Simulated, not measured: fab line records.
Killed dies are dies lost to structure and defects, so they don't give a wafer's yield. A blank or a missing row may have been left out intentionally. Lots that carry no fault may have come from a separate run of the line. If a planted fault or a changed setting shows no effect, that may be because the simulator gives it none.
Comparing a struck lot with a sound one | flow sky130 | 16 out of 708 route steps
Sound: the wafers L781.1, L781.2, L781.6. Struck: wafers L786.4, L786.5. (L786.1 of the same lot was not struck and is left out.) The cause comes at the end.
Each step with rows lists, per side, the tool, then ch with its chambers, then its first start. Under that, the readings that differ: sound wafers | struck wafers | difference of the means | sigmas: that difference in standard deviations of wafers without a fault.
alike: readings whose means differ by less than 2 such deviations, and words and numbers that are the same on both sides. not compared: withheld readings, readings that some wafer has no value for, bounds like >300 that may hide the same value, and numbers for which the record gives no deviation and whose values overlap.
Wherever a step has rows on one side only, a row that says differs or no value, or a row with sigmas, the two part there. When numbers do not overlap yet have no deviation, they are printed without sigmas and do not part them. A reading missing from all wafers of one side parts the sides only when that side holds two or more wafers.

first, 3 steps without rows for these wafers: SKY_METAL1_EXPOSE_12 (exposes mask MM1, target cd 140 nm); SKY_METAL1_PEB_13; SKY_METAL1_DEVELOP_14 (develop time 60 s).
SKY_METAL1_CD_MEAS_15: the cd target is 140 nm.
  sound: cd sem-01 at day 36 10:49; struck: cd sem-02 at day 37 14:23
  alike: cd nm
SKY_METAL1_OVL_MEAS_16:
  sound: overlay-01 at day 36 10:56; struck: overlay-01 at day 37 14:31
  alike: METAL1_OVL
SKY_METAL1_DESCUM_17: chemistry O2, time 8 s.
  sound on rie metal-01 ch 0,1, day 36 10:58; struck on rie metal-02 ch 0, day 37 14:33
  alike: chamber pressure mTorr, drypump motor current A, oes product au
  not compared: rf hours counter h
SKY_METAL1_ETCH_18: etches BARC in N2/H2, stops on SiO2, time 45.9 s, target depth 60 nm.
  sound on rie metal-01 ch 0,1, day 36 11:00; struck on rie metal-02 ch 0, day 37 14:37
  reading             | sound             | struck      | difference | sigmas
  h2 flow sccm (sccm) | 198.7 199.9 200.0 | 201.4 201.0 | +1.7       | +2
  alike: chamber pressure mTorr, drypump motor current A, oes product au, throttle valve pct
  not compared: rf hours counter h
SKY_METAL1_METAL_ETCH_19: etches the open film in Cl2/BCl3, stops on SiO2, target depth 360 nm, time 78 s.
  sound on rie metal-01 ch 0,1, day 36 11:04; struck on rie metal-02 ch 0, day 37 14:44
  alike: chamber pressure mTorr, drypump motor current A, oes product au, throttle valve pct
  not compared: rf hours counter h
SKY_METAL1_STRIP_20: strips in O2/N2.
  sound on plasma asher-04 ch 0,1, day 36 11:09; struck on plasma asher-01 ch 0,1, day 37 14:55
  alike: chamber pressure mTorr, drypump motor current A, oes product au, strip time to endpoint s
  not compared: rf hours counter h
then, 3 steps without rows for these wafers: SKY_METAL1_STRIP_21 (strips in post etch residue remover, time 1200 s); SKY_METAL1_CLEAN_22 (cleans in IPA, time 180 s); SKY_METAL1_CLEAN_23 (cleans in O3/DIW).
SKY_VIA1_HDPCVD_00: deposits SiO2, target thk 1030 nm, time 171.7 s.
  sound on hdpcvd-01 ch 0,2, day 36 11:47; struck on hdpcvd-02 ch 0,1, day 37 15:31
  reading                                  | sound          | struck      | difference | sigmas
  model.SiO2_of_VIA1_HDPCVD_00.thk nm (nm) | 1036 1011 1017 | 383.4 391.2 | -634.0     |
SKY_VIA1_THK_MEAS_01:
  sound: film metro-01 at day 36 11:54; struck: film metro-02 at day 37 15:40
  reading              | sound          | struck  | difference | sigmas
  VIA1_HDPCVD_THK (nm) | 1036 1010 1017 | 383 391 | -634       | -53
SKY_VIA1_CMP_02: polishes SiO2.
  sound on cmp-01 ch 0,2,3, day 36 11:58; struck on cmp-02 ch 2, day 37 15:43
  reading             | sound          | struck    | difference | sigmas
  motor current A (A) | 13.1 13.6 14.0 | 10.7 10.8 | -2.8       | -2
-- the record jumps here: 12 days lie between the struck wafers' starts before and after (it left off in module VIA1 and takes up again in module PAD_OPEN, whose first step shown is number 708 of the route) --
SKY_PAD_OPEN_PROBE_99:
  sound: prober-02 at day 48 17:08; struck: prober-01 at day 49 14:29
  reading                               | sound             | struck        | difference | sigmas
  model.etest.met2 comb.leak log10 a um | -11.96 -12 -11.94 | -6.924 -7.027 | +4.991     |

## WHERE THEY PART
Last at SKY_VIA1_CMP_02 as far as this record goes, first at SKY_METAL1_ETCH_18.

WHY: whatever the simulator had introduced
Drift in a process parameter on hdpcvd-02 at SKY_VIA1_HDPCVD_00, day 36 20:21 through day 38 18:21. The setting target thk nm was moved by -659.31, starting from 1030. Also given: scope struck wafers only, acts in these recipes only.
